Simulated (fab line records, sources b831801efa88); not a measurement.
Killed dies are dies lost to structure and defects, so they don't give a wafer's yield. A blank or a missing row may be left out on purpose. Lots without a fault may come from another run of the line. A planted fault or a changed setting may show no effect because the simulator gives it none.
Which tool did it? | flow sky130 | 12 lots, 36 wafers sampled, at 5 steps of a route of 708

WHAT THE GAUGES READ, wafer by wafer
SKY_CAP2M_RS_MEAS_03: measures by four-point-probe.
lot  | measured     | on            | CAP2M_TIN_RS (ohm/sq)
L074 | day 40 01:49 | film_metro-01 | 6.83 6.78 6.87
L076 | day 40 15:44 | film_metro-03 | 7.08 7.03 6.95
L079 | day 41 14:22 | film_metro-03 | 6.90 7.02 6.96
L080 | day 41 22:37 | film_metro-04 | 6.87 6.88 6.83
L083 | day 42 11:17 | film_metro-04 | 6.96 6.83 6.99
L085 | day 42 18:30 | film_metro-04 | 6.87 6.86 6.88
L087 | day 43 16:35 | film_metro-03 | 6.84 6.80 6.86
L089 | day 44 03:32 | film_metro-04 | 6.88 6.96 7.03
L091 | day 44 15:29 | film_metro-03 | 6.90 6.84 6.98
L093 | day 45 00:32 | film_metro-03 | 7.02 7.03 7.03
L095 | day 45 06:35 | film_metro-01 | 6.83 6.95 6.96
L097 | day 45 22:14 | film_metro-01 | 6.89 6.91 6.78

WHICH TOOL RAN EACH LOT (tool, then ch and the chambers of the sampled wafers, then the start)
lot  | SKY_METAL1_METAL_ETCH_19          | SKY_METAL2_DESCUM_17              | SKY_VIA2_SPUTTER_20          | SKY_VIA3_CVD_21
L074 | rie_metal-04 ch 0, day 33 08:04   | rie_metal-02 ch 0, day 35 14:34   | pvd_sputter-03, day 36 18:10 | cvd_w-01 ch 0,1, day 40 00:52
L076 | rie_metal-04 ch 0, day 33 21:13   | rie_metal-03 ch 0,1, day 36 04:16 | pvd_sputter-04, day 37 07:44 | cvd_w-01 ch 0,1, day 40 14:47
L079 | rie_metal-03 ch 0,1, day 34 20:55 | rie_metal-03 ch 0,1, day 37 03:10 | pvd_sputter-02, day 38 07:31 | cvd_w-02 ch 0,1, day 41 13:24
L080 | rie_metal-04 ch 0,1, day 35 06:41 | rie_metal-01 ch 0,1, day 37 12:17 | pvd_sputter-04, day 38 15:37 | cvd_w-01 ch 0,1, day 41 21:41
L083 | rie_metal-03 ch 0,1, day 35 20:25 | rie_metal-03 ch 0,1, day 38 03:01 | pvd_sputter-04, day 39 05:59 | cvd_w-01 ch 0,1, day 42 10:20
L085 | rie_metal-04 ch 0,1, day 36 06:20 | rie_metal-01 ch 0,1, day 38 11:55 | pvd_sputter-03, day 39 13:50 | cvd_w-01 ch 0,1, day 42 17:25
L087 | rie_metal-04 ch 0,1, day 37 02:52 | rie_metal-03 ch 0,1, day 39 07:59 | pvd_sputter-02, day 40 11:18 | cvd_w-01 ch 0,1, day 43 15:31
L089 | rie_metal-03 ch 0, day 37 17:01   | rie_metal-02 ch 0,1, day 39 21:05 | pvd_sputter-02, day 41 00:22 | cvd_w-01 ch 0, day 44 02:35
L091 | rie_metal-01 ch 0,1, day 38 05:17 | rie_metal-03 ch 0,1, day 40 08:56 | pvd_sputter-03, day 41 11:22 | cvd_w-01 ch 0,1, day 44 14:31
L093 | rie_metal-04 ch 1, day 38 14:37   | rie_metal-02 ch 0, day 40 19:56   | pvd_sputter-03, day 41 22:16 | cvd_w-02 ch 0,1, day 44 23:35
L095 | rie_metal-03 ch 0,1, day 38 22:42 | rie_metal-01 ch 0,1, day 41 03:02 | pvd_sputter-03, day 42 04:58 | cvd_w-02 ch 0,1, day 45 05:37
L097 | rie_metal-03 ch 0,1, day 39 15:55 | rie_metal-03 ch 0,1, day 41 19:54 | pvd_sputter-03, day 42 21:57 | cvd_w-02 ch 0,1, day 45 21:17
- SKY_METAL1_METAL_ETCH_19: etches the open film in Cl2/BCl3, stops on SiO2, target depth 360 nm, time 78 s.
- SKY_METAL2_DESCUM_17: chemistry O2, time 8 s.
- SKY_VIA2_SPUTTER_20: material TiN, target thk 20 nm, time 80 s.
- SKY_VIA3_CVD_21: deposits W, target thk 390 nm, time 117.31 s.

THE ANSWER, worked out from the rows above alone
Rule: what is usual is taken from the lots themselves. Put in order of their means at a reading, lots are off if they are a third of the lots or fewer, leave a main group of 4 or more, and stand apart from it by a gap of 3 or more times the standard deviation of the main group's means; of several such gaps the widest counts. A main group whose means are all the same, to the digits that the tables above print for the reading, isn't used. A lot without any number at a reading at which 4 lots or more have one is off too. The other lots that the step has rows for count as sound.
No lot is off at any reading shown: from this, nothing can be told.

WHAT THE SIMULATOR HAD PUT IN
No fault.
